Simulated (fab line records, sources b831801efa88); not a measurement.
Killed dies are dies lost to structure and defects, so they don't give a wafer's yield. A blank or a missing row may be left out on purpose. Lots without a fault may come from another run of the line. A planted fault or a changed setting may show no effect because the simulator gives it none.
fab line records | flow sky130
record lots=12 wafers=35 last_day=50
route steps=708 shown LI_CONTACT@375 CONTACT@411 METAL2@485
lots that met no fault: from a run of the same line without faults
start_h: hours from the record's first day to the start of the lot's first wafer shown | wait_h: hours since the lot's step before | " the same as in the row above | L1.1+2: a row that stands for several wafers | - no value, or no start given | * or withheld: withheld | < > ~ a bound
route shown NAME@n: a module of which the file shows steps, and the number in the route of the first | usual: mean/standard deviation of fault-free wafers | same: alike in all rows | chamber/n: place in a boat | sites: the reading at each site | _std_site: their standard deviation | _edge_site: outer sites' mean less inner sites' | radius_mm: how far each site lies from the wafer's centre | mask NAME#n: copy n | behind: the tool/chamber that last shaped the wafer | hold: why the lot was held/for how many hours/how that ended | device: the transistor (n, p or np) that didn't switch | end of line: the same wafers' tests at the end of the route | a step without rows: its recipe alone | killed: dies lost to structure and defects at the first sort, not the wafer's yield | map: a wafer's dies, x killed, . not, _ none there
set.NAME: the setting as run; set.NAME@STEP: as run at that earlier step | model.NAME: the simulator's own value behind a step, which no gauge read
steps of the route over a sample of lots; a table a step, a row a wafer
services: from which hour (start_h, from the record's first day; less than 0 if before it) a tool's chamber was out of use, for how many hours, and why
## steps
# step SKY_LI_CONTACT_OVL_MEAS_13
# usual LI_CONTACT_OVL=-2/4.9
# columns lot.wafer tool chamber start_h wait_h LI_CONTACT_OVL[nm]
L366.1 overlay-02 - 675.60 0.1 -6
L366.4 " - " " 1
L366.5 " - " " 2
L369.1 overlay-01 - 699.47 0.1 6
L369.4 " - " " 3
L369.6 " - " " -2
L370.2 overlay-01 - 710.36 0.1 -7
L370.4 " - " " -3
L370.6 " - " " -4
L372.1 overlay-02 - 728.66 0.1 7
L372.2 " - " " -2
L372.3 " - " " 2
L373.1 overlay-02 - 737.65 0.1 -5
L373.2 " - " " -5
L373.6 " - " " -6
L375.1 overlay-02 - 750.72 0.1 -6
L375.3 " - " " -9
L375.5 " - " " -8
L376.1 overlay-01 - 757.32 0.1 -4
L376.5 " - " " -6
L376.6 " - " " -1
L379.2 overlay-01 - 790.78 0.1 8
L379.5 " - " " 9
L379.6 " - " " 0
L382.1 overlay-01 - 803.45 0.1 -6
L382.3 " - " " 1
L382.4 " - " " -6
L383.1 overlay-01 - 813.92 0.1 -4
L383.5 " - " " -10
L388.2 overlay-01 - 851.18 0.1 -4
L388.4 " - " " -1
L388.6 " - " " -17
L389.1 overlay-02 - 862.11 0.1 1
L389.4 " - " " 0
L389.5 " - " " -5
# step SKY_CONTACT_BOW_MEAS_05
# recipe mode=bow
# usual CONTACT_BOW=82/7.6
# columns lot.wafer tool chamber start_h wait_h CONTACT_BOW[um]
L366.1 film_metro-01 - 707.31 0.2 77
L366.4 " - " " 82
L366.5 " - " " 69
L369.1 film_metro-02 - 730.82 0.2 80
L369.4 " - " " 77
L369.6 " - " " 71
L370.2 film_metro-04 - 741.11 0.2 82
L370.4 " - " " 83
L370.6 " - " " 68
L372.1 film_metro-01 - 759.16 0.2 91
L372.2 " - " " 92
L372.3 " - " " 74
L373.1 film_metro-04 - 767.46 0.1 78
L373.2 " - " " 75
L373.6 " - " " 80
L375.1 film_metro-01 - 779.39 0.2 97
L375.3 " - " " 89
L375.5 " - " " 97
L376.1 film_metro-02 - 786.82 0.1 71
L376.5 " - " " 83
L376.6 " - " " 66
L379.2 film_metro-04 - 819.61 0.2 73
L379.5 " - " " 79
L379.6 " - " " 69
L382.1 film_metro-01 - 832.51 0.1 85
L382.3 " - " " 87
L382.4 " - " " 82
L383.1 film_metro-01 - 842.83 0.2 91
L383.5 " - " " 90
L388.2 film_metro-01 - 879.82 0.2 82
L388.4 " - " " 77
L388.6 " - " " 65
L389.1 film_metro-01 - 890.86 0.2 90
L389.4 " - " " 89
L389.5 " - " " 78
# step SKY_CONTACT_CVD_24
# recipe material=W target_thk_nm=340 time_s=102.12 temp_c=400 pressure_torr=40
# usual heater_power_w=846/76
# columns lot.wafer tool chamber start_h wait_h heater_power_w
L366.1 cvd_w-01 1 736.48 0.1 939
L366.4 " 1 " " 932
L366.5 " 0 " " 773
L369.1 cvd_w-01 1 759.45 0.0 967
L369.4 " 0 " " 815
L369.6 " 1 " " 946
L370.2 cvd_w-01 0 769.91 0.0 802
L370.4 " 1 " " 956
L370.6 " 0 " " 787
L372.1 cvd_w-01 0 786.79 0.0 807
L372.2 " 1 " " 954
L372.3 " 0 " " 778
L373.1 cvd_w-01 0 794.58 0.0 791
L373.2 " 1 " " 925
L373.6 " 0 " " 812
L375.1 cvd_w-01 0 806.68 0.0 793
L375.3 " 1 " " 958
L375.5 " 0 " " 808
L376.1 cvd_w-02 1 814.38 0.0 775
L376.5 " 1 " " 788
L376.6 " 0 " " 784
L379.2 cvd_w-02 1 845.88 0.0 787
L379.5 " 0 " " 781
L379.6 " 1 " " 767
L382.1 cvd_w-01 1 859.52 0.0 944
L382.3 " 0 " " 809
L382.4 " 1 " " 955
L383.1 cvd_w-01 1 869.98 0.0 940
L383.5 " 1 " " 929
L388.2 cvd_w-02 0 906.36 0.0 814
L388.4 " 1 " " 798
L388.6 " 1 " " 795
L389.1 cvd_w-02 0 917.24 0.0 791
L389.4 " 0 " " 788
L389.5 " 1 " " 775
# step SKY_CONTACT_RS_MEAS_25
# recipe thk_meas_gauge=four-point-probe reads=W_of_CONTACT_CVD_24+TiN_of_CONTACT_SPUTTER_23
# usual CONTACT_W_RS=0.333/0.0063
# columns lot.wafer tool chamber start_h wait_h CONTACT_W_RS[ohm/sq]
L366.1 film_metro-04 - 736.59 0.1 0.337
L366.4 " - " " 0.340
L366.5 " - " " 0.326
L369.1 film_metro-02 - 759.56 0.1 0.342
L369.4 " - " " 0.329
L369.6 " - " " 0.340
L370.2 film_metro-04 - 770.04 0.1 0.332
L370.4 " - " " 0.344
L370.6 " - " " 0.326
L372.1 film_metro-01 - 786.90 0.1 0.323
L372.2 " - " " 0.338
L372.3 " - " " 0.324
L373.1 film_metro-02 - 794.69 0.1 0.326
L373.2 " - " " 0.339
L373.6 " - " " 0.326
L375.1 film_metro-04 - 806.79 0.1 0.331
L375.3 " - " " 0.339
L375.5 " - " " 0.328
L376.1 film_metro-02 - 814.49 0.1 0.335
L376.5 " - " " 0.333
L376.6 " - " " 0.331
L379.2 film_metro-02 - 846.01 0.1 0.334
L379.5 " - " " 0.333
L379.6 " - " " 0.336
L382.1 film_metro-04 - 859.63 0.1 0.398
L382.3 " - " " 0.320
L382.4 " - " " 0.331
L383.1 film_metro-01 - 870.09 0.1 0.415
L383.5 " - " " 0.339
L388.2 film_metro-02 - 906.49 0.1 0.335
L388.4 " - " " 0.335
L388.6 " - " " 0.332
L389.1 film_metro-02 - 917.35 0.1 0.338
L389.4 " - " " 0.335
L389.5 " - " " 0.332
# step SKY_CONTACT_THK_MEAS_26
# recipe thk_meas_gauge=xrf reads=W_of_CONTACT_CVD_24
# usual CONTACT_W_THK=352/7.5
# columns lot.wafer tool chamber start_h wait_h CONTACT_W_THK[nm]
L366.1 film_metro-04 - 736.71 0.1 345
L366.4 " - " " 343
L366.5 " - " " 357
L369.1 film_metro-02 - 759.68 0.1 343
L369.4 " - " " 357
L369.6 " - " " 344
L370.2 film_metro-04 - 770.15 0.1 354
L370.4 " - " " 337
L370.6 " - " " 359
L372.1 film_metro-01 - 787.02 0.1 364
L372.2 " - " " 348
L372.3 " - " " 365
L373.1 film_metro-02 - 794.81 0.1 363
L373.2 " - " " 345
L373.6 " - " " 362
L375.1 film_metro-04 - 806.91 0.1 353
L375.3 " - " " 341
L375.5 " - " " 356
L376.1 film_metro-02 - 814.61 0.1 352
L376.5 " - " " 356
L376.6 " - " " 355
L379.2 film_metro-02 - 846.12 0.1 350
L379.5 " - " " 354
L379.6 " - " " 349
L382.1 film_metro-04 - 859.75 0.1 293
L382.3 " - " " 364
L382.4 " - " " 350
L383.1 film_metro-01 - 870.21 0.1 281
L383.5 " - " " 343
L388.2 film_metro-02 - 906.60 0.1 353
L388.4 " - " " 350
L388.6 " - " " 356
L389.1 film_metro-02 - 917.47 0.1 348
L389.4 " - " " 348
L389.5 " - " " 351
# step SKY_CONTACT_CMP_27
# recipe stop_on=SiO2 t_overpolish_s=15 down_force_psi=3.5 platen_rpm=60 target_thk_nm=0 pad_velocity_m_s=0.94248
# usual motor_current_A=10.7/1 time_to_endpoint_s=83/3.5
# columns lot.wafer tool chamber start_h wait_h motor_current_A time_to_endpoint_s
L366.1 cmp-02 2 736.87 0.1 10.4 82
L366.4 " 3 " " 10.8 84
L366.5 " 0 " " 9.3 88
L369.1 cmp-02 3 759.79 0.1 11.4 82
L369.4 " 0 " " 9.6 87
L369.6 " 3 " " 11.6 83
L370.2 cmp-01 1 770.20 0.0 9.5 79
L370.4 " 2 " " 10.4 75
L370.6 " 2 " " 10.6 80
L372.3 cmp-02 0 787.08 0.0 9.3 88
L372.1 " 2 " " 10.5 89
L372.2 " 3 " " 11.5 84
L373.2 cmp-01 0 794.92 0.1 10.0 78
L373.1 " 2 " " 10.6 82
L373.6 " 3 " " 11.8 80
L375.1 cmp-01 1 806.97 0.1 9.9 82
L375.3 " 2 " " 10.7 80
L375.5 " 1 " " 9.2 83
L376.1 cmp-02 0 814.72 0.1 9.9 83
L376.5 " 3 " " 12.0 85
L376.6 " 0 " " 9.4 84
L379.2 cmp-02 1 846.17 0.0 10.9 80
L379.5 " 1 " " 11.3 81
L379.6 " 2 " " 10.4 81
L382.3 cmp-01 1 859.86 0.1 9.8 86
L382.4 " 2 " " 9.7 84
L382.1 " 3 " " 12.0 67
L383.1 cmp-02 1 870.37 0.1 11.3 67
L383.5 " 3 " " 11.8 79
L388.4 cmp-01 3 906.65 0.0 12.2 87
L388.2 " 1 " " 9.6 87
L388.6 " 3 " " 12.1 88
L389.1 cmp-02 3 917.53 0.1 11.2 87
L389.4 " 0 " " 9.7 87
L389.5 " 3 " " 11.1 92
# step SKY_METAL2_SPUTTER_02
# recipe material=AlCu target_thk_nm=250 power_w=10600 time_s=13.3 chamber_pressure_pa=0.4
# usual throttle_valve_pct=29.8/1.2
# columns lot.wafer tool chamber start_h wait_h throttle_valve_pct
L366.1 pvd_sputter-02 - 793.46 0.0 31.6
L366.4 " - " " 29.7
L366.5 " - " " 31.1
L369.1 pvd_sputter-04 - 816.49 0.0 30.8
L369.4 " - " " 30.7
L369.6 " - " " 28.2
L370.2 pvd_sputter-03 - 826.04 0.0 29.7
L370.4 " - " " 29.4
L370.6 " - " " 29.9
L372.1 pvd_sputter-03 - 843.17 0.0 29.8
L372.2 " - " " 29.4
L372.3 " - " " 29.9
L373.1 pvd_sputter-03 - 850.61 0.0 29.4
L373.2 " - " " 29.9
L373.6 " - " " 29.6
L375.1 pvd_sputter-04 - 862.90 0.0 28.7
L375.3 " - " " 30.9
L375.5 " - " " 31.4
L376.1 pvd_sputter-04 - 870.02 0.0 30.7
L376.5 " - " " 28.4
L376.6 " - " " 31.4
L379.2 pvd_sputter-02 - 901.66 0.0 29.9
L379.5 " - " " 29.6
L379.6 " - " " 27.6
L382.1 pvd_sputter-02 - 914.68 0.0 27.7
L382.3 " - " " 28.6
L382.4 " - " " 29.5
L383.1 pvd_sputter-03 - 924.19 0.0 30.2
L383.5 " - " " 29.7
L388.2 pvd_sputter-02 - 959.39 0.0 27.6
L388.4 " - " " 29.9
L388.6 " - " " 28.0
L389.1 pvd_sputter-03 - 969.51 0.0 29.6
L389.4 " - " " 29.4
L389.5 " - " " 29.7
## services
# columns tool chamber start_h hours kind
cmp-02 - 742.97 2.0 repair
cvd_w-02 1 744.59 2.4 repair
cmp-01 - 745.95 0.4 repair
cmp-01 - 747.32 4.0 pm
cmp-02 - 778.22 2.4 repair
cmp-01 - 793.64 0.8 repair
pvd_sputter-03 - 799.00 24.2 repair
cvd_w-02 - 808.55 2.8 pm
cmp-02 - 812.36 0.7 repair
cmp-02 - 813.61 0.7 repair
cmp-02 - 818.84 4.5 repair
cmp-02 - 829.30 10.2 pm
cmp-02 - 840.83 2.5 repair
cmp-01 - 855.69 1.4 repair
cmp-02 - 863.40 0.8 repair
cmp-01 - 894.98 3.8 repair
cvd_w-01 - 901.25 0.4 repair
cvd_w-01 - 904.00 14.0 pm
cmp-02 - 909.80 1.5 repair
cmp-02 - 912.11 4.0 pm
cvd_w-02 1 941.65 9.9 repair
cvd_w-01 0 956.58 11.1 repair
cmp-02 - 958.43 5.5 pm
pvd_sputter-02 - 967.72 1.6 repair
## key
first_sign step=SKY_CONTACT_RS_MEAS_25 reading=CONTACT_W_RS direction=up sigmas=12 usual=0.333 struck=0.406
effect step=SKY_CONTACT_THK_MEAS_26 reading=CONTACT_W_THK direction=down sigmas=8.6 usual=352 struck=287
effect step=SKY_CONTACT_CMP_27 reading=time_to_endpoint_s direction=down sigmas=4.6 usual=* struck=*
met_at SKY_CONTACT_CVD_24
struck_lots L382,L383
struck_wafers L382.1,L383.1
sort_left_out L383.1
tester_left_out L382,L383
not_acting_at SKY_LI_CONTACT_OVL_MEAS_13,SKY_CONTACT_BOW_MEAS_05,SKY_METAL2_SPUTTER_02
onset_between 806.68 859.52
fault kind=process_parameter_drift tool=cvd_w-01 chamber=- onset_h=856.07 steps=SKY_CONTACT_CVD_24 channel=target_thk_nm offset=-59.113 shape=step end_h=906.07 scope=struck_wafers_only acts_in=these_recipes_only stated=340
# tester_left_out: of these lots the tester's yield and bins aren't shown, on N5 and GAA mostly nor the transistor test; their killed dies are dies lost to structure and defects alone, not to doping, threshold or leakage, so they don't give the yield
# sort_left_out: the simulated sort isn't trusted on such a fault, so these wafers' sort isn't shown, and their yield isn't known
